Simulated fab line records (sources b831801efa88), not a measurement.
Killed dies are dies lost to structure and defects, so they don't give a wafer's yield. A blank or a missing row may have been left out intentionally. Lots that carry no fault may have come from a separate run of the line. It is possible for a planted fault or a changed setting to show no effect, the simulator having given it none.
A lot that was struck, set against a sound lot    flow sky130    21 out of 708 route steps
Sound: the wafers L389.4, L389.5, L389.6. Wafers L405.3, L405.4, L405.6 were the ones struck. The cause comes at the end.
For every step that has rows: the tool of each side, followed by ch and its chambers, followed by its first start. Under that, the readings that differ: sound wafers    struck wafers    difference of the means    sigmas: that difference in standard deviations of wafers without a fault.
alike: readings whose means differ by less than 2 such deviations, and words and numbers that are the same on both sides. not compared: withheld readings, readings that some wafer has no value for, bounds like >300 that may hide the same value, and numbers for which the record gives no deviation and whose values overlap.
Wherever a step has rows on one side only, a row that says differs or no value, or a row with sigmas, the two part there. When numbers do not overlap yet have no deviation, they are printed without sigmas and do not part them. A reading missing from all wafers of one side parts the sides only when that side holds two or more wafers.

SKY_METAL4_METAL_ETCH_18: etches the open film in Cl2/BCl3, stops on SiO2, target depth 845 nm, time 183.1 s.
  sound on rie-metal-03 ch 0,1, day 41 19:03; struck on rie-metal-03 ch 0,1, day 46 06:22
  alike: drypump-motor-current-A, oes-product-au, throttle-valve-pct
  not compared: rf-hours-counter-h
SKY_METAL4_STRIP_19: strips in O2/N2.
  sound on plasma-asher-02 ch 0,1, day 41 19:12; struck on plasma-asher-02 ch 0,1, day 46 06:32
  alike: drypump-motor-current-A, o2-flow-sccm, oes-product-au, strip-time-to-endpoint-s
  not compared: rf-hours-counter-h
then, 4 steps without rows for these wafers: SKY_METAL4_STRIP_20 (strips in post etch residue remover, time 1200 s); SKY_METAL4_CLEAN_21 (cleans in IPA, time 180 s); SKY_METAL4_CLEAN_22 (cleans in O3/DIW); SKY_VIA4_HDPCVD_00 (deposits SiO2, target thk 1750 nm, time 291.7 s).
SKY_VIA4_THK_MEAS_01:
  sound on film-metro-03, day 41 19:59; struck on film-metro-01, day 46 07:18
  alike: VIA4_HDPCVD_THK
SKY_VIA4_CMP_02: polishes SiO2.
  sound on cmp-02 ch 0,1, day 41 20:04; struck on cmp-01 ch 1,2,3, day 46 07:20
reading              sound           struck         difference  sigmas
motor-current-A (A)  14.8 14.3 14.6  11.4 9.8 12.6  -3.3        -2
SKY_VIA4_BOW_MEAS_03:
  sound on film-metro-03, day 41 20:22; struck on film-metro-03, day 46 07:41
  alike: VIA4_BOW
then, 3 steps without rows for these wafers: SKY_VIA4_DEHYDRATE_04 (time 60 s); SKY_VIA4_HMDS_05 (prime time 60 s); SKY_VIA4_COAT_06 (resist thk 1140 nm).
SKY_VIA4_SOFTBAKE_07: time 60 s.
  sound on litho-track-02 ch 0, day 42 07:59; struck on litho-track-01 ch 0, day 46 17:46
reading                                    sound              struck                difference  sigmas
run-length-s (s)                           89.59 89.52 89.50  118.43 118.73 118.51  +29.02      +99 or more
model.NOVOLAK_of_VIA4_COAT_06.thk-nm (nm)  1146 1146 1148     1128 1131 1128        -18         
  alike: resist-line-temp-C
then, 3 steps without rows for these wafers: SKY_VIA4_EXPOSE_08 (exposes mask VIM4, target cd 800 nm); SKY_VIA4_PEB_09; SKY_VIA4_DEVELOP_10 (develop time 60 s).
SKY_VIA4_OVL_MEAS_11:
  sound on overlay-02, day 42 19:17; struck on overlay-01, day 47 03:43
  alike: VIA4_OVL
SKY_VIA4_ETCH_12: etches SiO2 in C4F8/O2/Ar, stops on TiN, target depth 580 nm.
  sound on rie-diel-04 ch 1,2, day 42 19:18; struck on rie-diel-04 ch 0,1,2, day 47 03:44
reading                                    sound           struck             difference  sigmas
model.NOVOLAK_of_VIA4_COAT_06.thk-nm (nm)  1013 1012 1015  994.4 997.7 994.3  -17.9       
  alike: oes-product-au
SKY_VIA4_STRIP_13: strips in O2/N2.
  sound on plasma-asher-03 ch 0,1, day 42 19:25; struck on plasma-asher-02 ch 0,1, day 47 03:51
reading                       sound              struck             difference  sigmas
strip-time-to-endpoint-s (s)  12.82 12.81 12.86  12.68 12.70 12.68  -0.14       -4
  alike: drypump-motor-current-A, o2-flow-sccm, oes-product-au
  not compared: rf-hours-counter-h
then, 1 step without rows for these wafers: SKY_VIA4_STRIP_14 (strips in post etch residue remover, time 1200 s).
-- the record jumps here: 3 days lie between the struck wafers' starts before and after (it left off in module VIA4 and takes up again in module PAD_OPEN, whose first step shown is number 708 of the route) --
SKY_PAD_OPEN_PROBE_99:
  sound on prober-02, day 45 18:41; struck on prober-02, day 49 16:11
reading                   sound        struck       difference  sigmas
sort_bin_3_pad_short (%)  0.4 0.8 0.6  1.2 1.8 1.4  +0.9        +2
  alike: defect-limited-yield, killed_at_M0_to_M3, killed_at_M4_up, killed-at-contacts, killed-at-front-end, killed-at-other, killed-dies, killed-open, killed-short, sort_bin_5_function, sort_bin_6_memory, sort-n-pass, sort-yield-pct

## WHERE THEY PART
Last at SKY_PAD_OPEN_PROBE_99 as far as this record goes, first at SKY_VIA4_CMP_02.

WHY: the cause the simulator had injected
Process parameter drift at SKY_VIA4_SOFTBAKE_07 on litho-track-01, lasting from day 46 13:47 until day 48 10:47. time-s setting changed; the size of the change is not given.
